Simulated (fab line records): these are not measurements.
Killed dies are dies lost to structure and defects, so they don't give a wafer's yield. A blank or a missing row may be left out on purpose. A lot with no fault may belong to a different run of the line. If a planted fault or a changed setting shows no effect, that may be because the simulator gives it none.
fab line records | flow sky130
record: lots: 14 wafers: 42 lastDay: 50
route steps=708 shown VIA2@521 CAPM@539 METAL3@563
lots untouched by any fault: they come from a run of this same line in which no faults occurred
startH: hours from the record's first day to the start of the lot's first wafer shown | waitH: hours since the lot's step before | " unchanged from the row above | L1.1+2: a single row standing in for several wafers | - either no value or no given start | * or withheld: withheld | < > ~ a bound
route shown NAME@n: a module of which the file shows steps, and the number in the route of the first | usual: mean and standard deviation over wafers with no fault | same: alike in all rows | chamber/n: place in a boat | sites: the reading at each site | _std_site: standard deviation of those values | _edge_site: outer sites' mean less inner sites' | radiusMm: how far each site lies from the wafer's centre | mask NAME#n: copy n | behind: the tool/chamber that last shaped the wafer | hold: why the lot was held/for how many hours/how that ended | device: names the non-switching transistor (n, p or np) | end of line: at the end of the route, the tests of the same wafers | step lacking rows: just its recipe | killed: count of dies lost to structure and defects at first sort (not the wafer's yield) | map: a wafer's dies, x killed, . not, _ none there
set.NAME: the setting as run; set.NAME@STEP: as run at that earlier step | model.NAME: the simulator's own value behind a step, which no gauge read
one table for each step of the route and one row for each wafer, over a sample of lots
services: the hour from which a tool's chamber was out of use, counted from the record's first day as startH (under 0 if before that day), plus the number of hours and why
== steps ==
step: SKY_VIA2_ETCH_14
recipe: chemistry: N2/H2 target: BARC ionEnergyEv: 200 sourceW: 500 biasW: 100 pressureMtorr: 30 n2FlowSccm: 100 h2FlowSccm: 200 stopOn: SiO2 timeS: 45.9 targetDepthA: 600
usual: biasW: 100.0/0.34 chamberPressureMTorr: 30.00/0.032 drypumpMotorCurrentA: 5.5/0.41 oesProductAu: 0.854/0.0048 throttleValvePct: 13.226/0.0081
columns lot.wafer tool chamber startH waitH biasW chamberPressureMTorr drypumpMotorCurrentA oesProductAu rfHoursCounterH throttleValvePct
L449.1 rieDiel-01 1 853.18 0.0 100.3 29.98 4.9 0.857 2 13.237
L449.3 " 2 " " 101.1 29.96 5.8 0.855 7 13.234
L449.5 " 1 " " 100.3 30.02 4.9 0.858 - 13.223
L450.1 rieDiel-01 3 862.77 0.0 99.9 29.94 5.7 0.858 14 13.220
L450.4 " 0 " " 100.0 30.01 5.9 0.854 19 13.232
L450.5 " 1 " " 99.5 30.02 4.9 0.859 - 13.230
L452.3 rieDiel-01 1 888.53 0.0 100.3 29.97 5.0 0.847 3 13.230
L452.5 " 3 " " 99.8 29.96 5.7 0.854 - 13.226
L452.6 " 2 " " 99.8 30.01 5.8 0.853 - 13.244
L453.2 rieDiel-02 3 890.23 0.0 99.9 30.02 5.4 0.853 1 13.243
L453.4 " 2 " " 100.6 30.05 5.8 0.857 15 13.229
L453.6 " 3 " " 99.5 30.01 5.4 0.847 - 13.220
L456.1 rieDiel-04 0 913.33 0.0 99.8 29.98 5.5 0.849 7 13.221
L456.5 " 2 " " 99.6 29.98 5.7 0.854 - 13.228
L456.6 " 3 " " 100.5 30.00 4.8 0.859 - 13.238
L458.2 rieDiel-01 1 926.58 0.0 100.0 30.00 5.0 0.855 4 13.237
L458.4 " 2 " " 99.5 29.98 5.8 0.856 9 13.225
L458.5 " 0 " " 100.2 29.97 5.9 0.855 - 13.240
L459.2 rieDiel-04 3 934.18 0.0 100.1 29.93 4.8 0.855 13 13.223
L459.3 " 0 " " 100.1 29.93 5.4 0.853 8 13.235
L459.4 " 3 " " 99.7 30.01 4.8 0.858 - 13.211
L464.1 rieDiel-04 3 966.97 0.0 99.8 29.98 4.8 0.854 14 13.228
L464.2 " 2 " " 99.6 29.99 5.7 0.860 10 13.233
L464.4 " 3 " " 100.0 30.03 4.8 0.850 - 13.222
L465.1 rieDiel-02 3 972.28 0.0 99.6 29.94 5.4 0.856 3 13.228
L465.3 " 0 " " 100.5 30.04 5.7 0.849 1 13.211
L465.4 " 1 " " 99.9 29.97 6.4 0.854 6 13.233
L466.2 rieDiel-01 0 984.43 0.0 99.6 30.03 5.9 0.859 22 13.215
L466.4 " 1 " " 99.8 30.06 5.0 0.859 6 13.222
L466.5 " 0 " " 99.9 29.95 5.9 0.851 - 13.217
L467.2 rieDiel-02 0 988.73 0.0 100.5 30.00 5.8 0.858 2 13.231
L467.5 " 2 " " 100.0 29.97 5.8 0.850 - 13.230
L467.6 " 3 " " 100.7 29.98 5.4 0.850 - 13.225
L468.4 rieDiel-01 3 999.43 0.0 100.4 29.96 5.7 0.850 17 13.235
L468.5 " 1 " " 99.7 29.93 4.9 0.851 - 13.217
L468.6 " 2 " " 100.4 30.01 5.8 0.859 - 13.231
L469.1 rieDiel-04 2 1004.37 0.0 99.9 30.05 5.7 0.854 11 13.226
L469.2 " 0 " " 100.2 30.02 5.5 0.857 11 13.217
L469.5 " 1 " " 100.0 29.97 5.0 0.846 - 13.233
L471.1 rieDiel-01 2 1009.68 0.0 100.1 29.96 5.8 0.858 11 13.218
L471.4 " 1 " " 99.7 30.00 4.9 0.860 7 13.230
L471.6 " 0 " " 100.7 29.98 5.9 0.852 - 13.213
step: SKY_CAPM_SPUTTER_02
recipe: material: TiN targetThkNm: 200 tempC: 300 powerW: 6334 timeS: 166.7 chamberPressurePa: 0.4
usual: throttleValvePct: 29.9/0.86
columns lot.wafer tool chamber startH waitH throttleValvePct
L449.1 pvdSputter-02 - 854.81 0.1 28.3
L449.3 " - " " 28.2
L449.5 " - " " 28.4
L450.1 pvdSputter-03 - 864.37 0.1 31.0
L450.4 " - " " 29.4
L450.5 " - " " 31.0
L452.3 pvdSputter-03 - 890.20 0.0 29.7
L452.5 " - " " 30.0
L452.6 " - " " 29.8
L453.2 pvdSputter-01 - 891.92 0.0 31.2
L453.4 " - " " 30.6
L453.6 " - " " 30.9
L456.1 pvdSputter-01 - 914.94 0.1 31.0
L456.5 " - " " 31.0
L456.6 " - " " 31.3
L458.2 pvdSputter-01 - 928.20 0.0 31.1
L458.4 " - " " 30.7
L458.5 " - " " 31.2
L459.2 pvdSputter-03 - 935.89 0.0 30.9
L459.3 " - " " 29.9
L459.4 " - " " 29.8
L464.1 pvdSputter-03 - 968.58 0.1 30.0
L464.2 " - " " 29.8
L464.4 " - " " 31.2
L465.1 pvdSputter-03 - 973.90 0.1 29.6
L465.3 " - " " 30.0
L465.4 " - " " 29.2
L466.2 pvdSputter-03 - 986.13 0.0 29.7
L466.4 " - " " 29.2
L466.5 " - " " 29.3
L467.2 pvdSputter-01 - 990.35 0.0 29.0
L467.5 " - " " 30.7
L467.6 " - " " 29.2
L468.4 pvdSputter-03 - 1001.03 0.0 29.8
L468.5 " - " " 29.5
L468.6 " - " " 29.9
L469.1 pvdSputter-01 - 1006.02 0.1 31.4
L469.2 " - " " 29.3
L469.5 " - " " 29.3
L471.1 pvdSputter-03 - 1011.32 0.1 29.3
L471.4 " - " " 30.0
L471.6 " - " " 31.4
step: SKY_CAPM_METAL_ETCH_13
recipe: targetDepthNm: 220 stopOn: SiO2 chemistry: Cl2/BCl3 target: TiN pressureMtorr: 10 icpW: 900 biasW: 48.5 Cl2_flow_sccm: 60 bcl3FlowSccm: 30 timeS: 62.9
usual: bcl3FlowSccm: 30.00/0.079 biasW: 48.53/0.15 drypumpMotorCurrentA: 5.4/0.4 oesProductAu: 0.927/0.0068 throttleValvePct: 21.911/0.0096
columns lot.wafer tool chamber startH waitH bcl3FlowSccm biasW drypumpMotorCurrentA oesProductAu rfHoursCounterH throttleValvePct
L449.1 rieMetal-01 0 881.58 0.0 30.09 48.66 5.1 0.933 19 21.912
L449.3 " 1 " " 30.08 48.52 6.0 0.932 - 21.896
L449.5 " 0 " " 29.95 48.61 5.1 0.931 - 21.895
L450.1 rieMetal-03 0 890.58 0.0 30.05 48.27 5.6 0.918 13 21.914
L450.4 " 0 " " 30.08 48.31 5.7 0.933 - 21.906
L450.5 " 0 " " 30.06 48.44 5.7 0.916 - 21.928
L452.3 rieMetal-02 0 915.54 0.0 30.06 48.53 5.6 0.928 - 21.922
L452.5 " 1 " " 30.01 48.36 4.8 0.926 - 21.909
L452.6 " 0 " " 30.01 48.67 5.6 0.920 - 21.922
L453.2 rieMetal-03 0 917.80 0.0 30.09 48.69 5.7 0.924 14 21.906
L453.4 " 1 " " 29.99 48.61 5.1 0.922 - 21.917
L453.6 " 0 " " 29.95 48.76 5.7 0.923 - 21.918
L456.1 rieMetal-03 1 939.38 0.0 29.90 48.77 5.1 0.925 18 21.916
L456.5 " 1 " " 29.85 48.34 5.1 0.931 - 21.908
L456.6 " 0 " " 30.19 48.75 5.7 0.918 - 21.911
L458.2 rieMetal-02 1 952.76 0.0 - - - - - -
L458.4 " 0 " " - - - - - -
L458.5 " 0 " " - - - - - -
L459.2 rieMetal-02 1 960.60 0.0 - - - - - -
L459.3 " 1 " " - - - - - -
L459.4 " 0 " " - - - - - -
L464.1 rieMetal-02 0 992.38 0.0 29.97 48.57 5.5 0.920 19 21.909
L464.2 " 1 " " 29.94 48.44 4.8 0.915 7 21.911
L464.4 " 1 " " 30.05 48.84 4.8 0.933 - 21.914
L465.1 rieMetal-03 1 996.41 0.0 29.96 48.61 5.1 0.932 1 21.904
L465.3 " 0 " " 29.96 48.59 5.7 0.930 - 21.902
L465.4 " 1 " " 30.14 48.44 5.1 0.925 - 21.911
L466.2 rieMetal-02 1 1009.90 0.0 29.99 48.49 4.8 0.945 8 21.903
L466.4 " 0 " " 29.98 48.74 5.6 0.930 - 21.908
L466.5 " 1 " " 30.03 48.52 4.8 0.926 - 21.902
L467.2 rieMetal-01 1 1013.91 0.0 30.03 48.66 6.0 0.940 13 21.922
L467.5 " 1 " " 30.14 48.59 6.0 0.930 - 21.905
L467.6 " 0 " " 29.89 48.50 5.1 0.938 - 21.913
L468.4 rieMetal-03 1 1023.71 0.0 29.97 48.54 5.1 0.933 - 21.904
L468.5 " 1 " " 30.17 48.72 5.1 0.922 - 21.914
L468.6 " 0 " " 30.04 48.61 5.7 0.931 - 21.912
L469.1 rieMetal-01 1 1029.00 0.0 29.96 48.34 6.0 0.915 14 21.920
L469.2 " 0 " " 29.86 48.83 5.1 0.921 7 21.917
L469.5 " 1 " " 29.96 48.57 6.0 0.924 - 21.940
L471.1 rieMetal-02 1 1033.90 0.0 30.02 48.51 4.8 0.929 9 21.907
L471.4 " 1 " " 30.04 48.46 4.8 0.935 - 21.911
L471.6 " 0 " " 30.02 48.49 5.6 0.938 - 21.919
step: SKY_CAPM_STRIP_14
recipe: chemistry: O2/N2 powerW: 1400 pressureMtorr: 1500 platenTempC: withheld o2FlowSccm: 3000 n2FlowSccm: 300 overashFraction: 0.5
usual: drypumpMotorCurrentA: 5.72/0.17 o2FlowSccm: 3001/9.8 oesProductAu: 0.710/0.0049 stripTimeToEndpointS: 12.65/0.043
columns lot.wafer tool chamber startH waitH drypumpMotorCurrentA o2FlowSccm oesProductAu rfHoursCounterH stripTimeToEndpointS
L449.1 plasmaAsher-01 1 881.66 0.1 5.64 3011 0.705 103 12.66
L449.3 " 0 " " 6.10 3007 0.716 - 12.66
L449.5 " 0 " " 6.09 3005 0.714 - 12.62
L450.1 plasmaAsher-02 1 890.66 0.1 5.52 3001 0.703 14 12.62
L450.4 " 0 " " 5.65 2999 0.712 - 12.66
L450.5 " 1 " " 5.52 2983 0.718 - 12.61
L452.3 plasmaAsher-02 1 915.62 0.1 5.50 3009 0.714 - 12.72
L452.5 " 1 " " 5.53 3011 0.710 - 12.68
L452.6 " 0 " " 5.65 2998 0.716 - 12.70
L453.2 plasmaAsher-04 0 917.88 0.1 5.78 2996 0.712 49 12.67
L453.4 " 1 " " 5.78 3000 0.714 - 12.64
L453.6 " 1 " " 5.79 3001 0.711 - 12.64
L456.1 plasmaAsher-01 0 939.46 0.1 6.08 2995 0.706 109 12.73
L456.5 " 0 " " 6.08 2985 0.705 - 12.70
L456.6 " 1 " " 5.61 3000 0.710 - 12.70
L458.2 plasmaAsher-02 1 952.84 0.1 5.51 2992 0.719 20 14.19
L458.4 " 0 " " 5.63 3006 0.728 - 14.23
L458.5 " 0 " " 5.62 3011 0.721 - 14.22
L459.2 plasmaAsher-04 1 960.68 0.1 5.78 2995 0.718 54 14.15
L459.3 " 1 " " 5.77 3003 0.717 - 14.11
L459.4 " 0 " " 5.79 3000 0.710 - 14.10
L464.1 plasmaAsher-02 0 992.46 0.1 5.64 2987 0.710 25 12.69
L464.2 " 1 " " 5.52 2988 0.715 25 12.66
L464.4 " 1 " " 5.52 2998 0.707 - 12.68
L465.1 plasmaAsher-01 1 996.49 0.1 5.64 3006 0.715 113 12.66
L465.3 " 1 " " 5.63 2993 0.709 - 12.67
L465.4 " 0 " " 6.06 3003 0.712 - 12.71
L466.2 plasmaAsher-04 1 1009.98 0.1 5.76 3009 0.707 59 12.58
L466.4 " 1 " " 5.74 3011 0.705 - 12.63
L466.5 " 1 " " 5.74 3011 0.714 - 12.55
L467.2 plasmaAsher-04 0 1013.99 0.1 5.78 3004 0.714 59 12.58
L467.5 " 1 " " 5.75 2995 0.700 - 12.56
L467.6 " 0 " " 5.81 3000 0.709 - 12.61
L468.4 plasmaAsher-01 1 1023.79 0.1 5.60 3021 0.716 - 12.58
L468.5 " 0 " " 6.08 2998 0.714 - 12.57
L468.6 " 1 " " 5.61 2990 0.719 - 12.58
L469.1 plasmaAsher-04 0 1029.08 0.1 5.79 3022 0.710 61 12.68
L469.2 " 1 " " 5.74 2998 0.701 61 12.68
L469.5 " 0 " " 5.79 3001 0.709 - 12.67
L471.1 plasmaAsher-04 1 1033.98 0.1 5.79 3006 0.707 61 12.67
L471.4 " 0 " " 5.79 2982 0.710 - 12.67
L471.6 " 1 " " 5.79 2987 0.706 - 12.67
step: SKY_METAL3_CD_MEAS_13
recipe: targetCdNm: 300
usual: cdNm: 300.6/1.2
columns lot.wafer tool chamber startH waitH cdNm
L449.1 cdSem-02 - 907.95 - 300.6
L449.3 " - " " 301.8
L449.5 " - " " 301.5
L450.1 cdSem-02 - 916.82 - 301.0
L450.4 " - " " 299.0
L450.5 " - " " 301.7
L452.3 cdSem-02 - 940.45 - 301.1
L452.5 " - " " 301.4
L452.6 " - " " 300.7
L453.2 cdSem-02 - 942.58 - 301.2
L453.4 " - " " 301.6
L453.6 " - " " 301.1
L456.1 cdSem-02 - 964.51 - 300.4
L456.5 " - " " 300.9
L456.6 " - " " 300.1
L464.1 cdSem-02 - 1015.90 - 301.1
L464.2 " - " " 300.9
L464.4 " - " " 301.0
L465.1 cdSem-02 - 1020.07 - 300.3
L465.3 " - " " 301.1
L465.4 " - " " 301.2
L466.2 cdSem-02 - 1033.28 - 302.7
L466.4 " - " " 301.7
L466.5 " - " " 301.2
L467.2 cdSem-01 - 1037.38 - 301.1
L467.5 " - " " 302.7
L467.6 " - " " 301.4
L468.4 cdSem-01 - 1046.97 - 301.1
L468.5 " - " " 301.0
L468.6 " - " " 300.8
L469.1 cdSem-02 - 1052.07 - 300.8
L469.2 " - " " 300.9
L469.5 " - " " 301.4
L471.1 cdSem-01 - 1057.25 - 298.0
L471.4 " - " " 299.7
L471.6 " - " " 300.7
== services ==
columns tool chamber startH hours kind
plasmaAsher-02 - 831.02 2.7 repair
rieDiel-01 0 831.13 16.3 repair
rieMetal-02 1 834.70 - clean
rieMetal-02 1 834.70 12.6 scheduledDown
rieMetal-02 1 834.70 12.6 ventCycle
rieDiel-04 1 857.28 132.0 repair
plasmaAsher-01 - 869.28 0.9 repair
pvdSputter-01 0 873.30 - consumableReplace:kit
rieMetal-03 - 880.38 1.4 pm
rieDiel-01 1 889.88 3.0 repair
rieDiel-01 - 901.19 2.8 pm
rieDiel-02 3 912.52 9.1 repair
rieDiel-01 1 930.33 10.4 repair
rieDiel-01 2 941.44 3.8 repair
pvdSputter-03 - 963.24 2.3 repair
plasmaAsher-01 - 963.39 1.2 repair
pvdSputter-03 - 963.60 0.6 repair
plasmaAsher-01 - 971.42 11.7 repair
rieMetal-03 - 999.56 14.6 pm
plasmaAsher-01 - 1005.52 0.3 repair
pvdSputter-02 - 1006.96 3.3 repair
rieDiel-04 2 1014.35 3.0 repair
rieDiel-02 3 1020.12 2.8 repair
rieDiel-04 2 1031.03 4.7 repair
== key ==
firstSign: step: SKY_CAPM_METAL_ETCH_13 reading: toolRecord direction: missing
effect: step: SKY_CAPM_STRIP_14 reading: stripTimeToEndpointS direction: up sigmas: 35 usual: * struck: *
metAt SKY_CAPM_METAL_ETCH_13
struckLots L458,L459
laterRowsLeftOut L458.2,L458.4,L458.5,L459.2,L459.3,L459.4
sortLeftOut L458.2,L458.4,L458.5,L459.2,L459.3,L459.4
notActingAt SKY_VIA2_ETCH_14,SKY_CAPM_SPUTTER_02,SKY_METAL3_CD_MEAS_13
onsetBetween 915.54 952.76
fault: kind: skippedStepWhole tool: rieMetal-02 chamber: - onsetH: 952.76 steps: SKY_CAPM_METAL_ETCH_13 scope: struckLotsOnly
sortLeftOut: the simulated sort isn't trusted on such a fault, so these wafers' sort isn't shown, and their yield isn't known
laterRowsLeftOut: the simulator's readings of these wafers behind a module that went badly wrong aren't trusted and aren't shown, but for the sort
